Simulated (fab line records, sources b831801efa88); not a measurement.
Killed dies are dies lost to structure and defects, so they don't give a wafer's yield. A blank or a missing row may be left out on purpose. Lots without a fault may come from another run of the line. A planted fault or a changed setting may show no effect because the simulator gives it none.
A struck lot beside a sound one | flow sky130 | 14 steps out of a route of 708
Sound: wafers L117.1, L117.2, L117.6. Struck: wafers L124.1, L124.3, L124.4. The cause comes at the end.
At each step with rows: each side's tool, then ch and its chambers, then its first start. Under that, the readings that differ: sound wafers | struck wafers | difference of the means | sigmas: that difference in standard deviations of wafers without a fault.
alike: readings whose means differ by less than 2 such deviations, and words and numbers that are the same on both sides. not compared: withheld readings, readings that some wafer has no value for, bounds like >300 that may hide the same value, and numbers for which the record gives no deviation and whose values overlap.
The two part at a step that has a row with sigmas, a row that says differs or no value, or rows on one side only. Numbers that don't overlap but have no deviation are shown without sigmas and don't part them. A reading that every wafer of one side lacks parts them only if that side has two wafers or more.

first, 7 steps without rows for these wafers: SKY_SONOS_ONO_DEHYDRATE_06 (time 60 s); SKY_SONOS_ONO_HMDS_07 (prime time 60 s); SKY_SONOS_ONO_COAT_08 (resist thk 1140 nm); SKY_SONOS_ONO_SOFTBAKE_09 (time 60 s); SKY_SONOS_ONO_EXPOSE_10 (exposes mask ONOM, target cd 410 nm); SKY_SONOS_ONO_PEB_11; SKY_SONOS_ONO_DEVELOP_12 (develop time 60 s).
SKY_SONOS_ONO_CD_MEAS_13: target cd 410 nm.
  sound on cd_sem-02, day 15 13:32; struck on cd_sem-01, day 18 08:52
  alike: cd_nm
SKY_SONOS_ONO_OVL_MEAS_14:
  sound on overlay-01, day 15 13:39; struck on overlay-01, day 18 08:59
  alike: SONOS_ONO_OVL
SKY_SONOS_ONO_ETCH_15: etches the open film in CHF3/O2, target depth 19.52 nm, time 7.8 s.
  sound on rie_diel-01 ch 0,1, day 15 13:41; struck on rie_diel-01 ch 0,1,3, day 18 09:01
  alike: O2_flow_sccm, bias_w, drypump_motor_current_A, oes_product_au, throttle_valve_pct
  not compared: rf_hours_counter_h
then, 1 step without rows for these wafers: SKY_SONOS_ONO_WET_ETCH_16 (etches SiO2 in dHF, target depth 14 nm, time 280 s).
SKY_SONOS_ONO_STRIP_17: strips in O2/N2.
  sound on plasma_asher-01 ch 0,1, day 15 13:48; struck on plasma_asher-02 ch 0,1, day 18 09:08
  alike: drypump_motor_current_A, oes_product_au, strip_time_to_endpoint_s
  not compared: rf_hours_counter_h
SKY_SONOS_ONO_WET_ETCH_18: etches Si3N4 in H3PO4, target depth 15 nm, time 172 s.
  sound on wet_bench-04 ch 1, day 15 13:54; struck on wet_bench-04 ch 0, day 18 09:14
  no value came back on the struck wafers for bath_guard_temp_C (C), bath_heat_duty_pct (%), temp_c (C); on the sound wafers bath_guard_temp_C (C) reads 160.7 160.8 160.2
-- the record jumps here: 32 days lie between the struck wafers' starts before and after (it left off in module SONOS_ONO and takes up again in module PAD_OPEN, whose first step shown is number 708 of the route) --
SKY_PAD_OPEN_PROBE_99:
  sound on prober-02, day 48 06:22; struck on prober-02, day 50 00:22
  reading             | sound    | struck      | difference | sigmas
  killed_at_front_end | 16 5 20  | 425 421 419 | +408       | +99 or more
  killed_dies         | 92 74 88 | 492 492 492 | +407       | +46
  killed_on_rim       | 19 15 18 | 96 96 96    | +79        | +22
  alike: killed_at_M0_to_M3, killed_at_M4_up, killed_at_contacts, killed_at_other, killed_open, killed_short

WHERE THEY PART
First at SKY_SONOS_ONO_WET_ETCH_18; last, within this record, at SKY_PAD_OPEN_PROBE_99.

WHY: what the simulator had put in
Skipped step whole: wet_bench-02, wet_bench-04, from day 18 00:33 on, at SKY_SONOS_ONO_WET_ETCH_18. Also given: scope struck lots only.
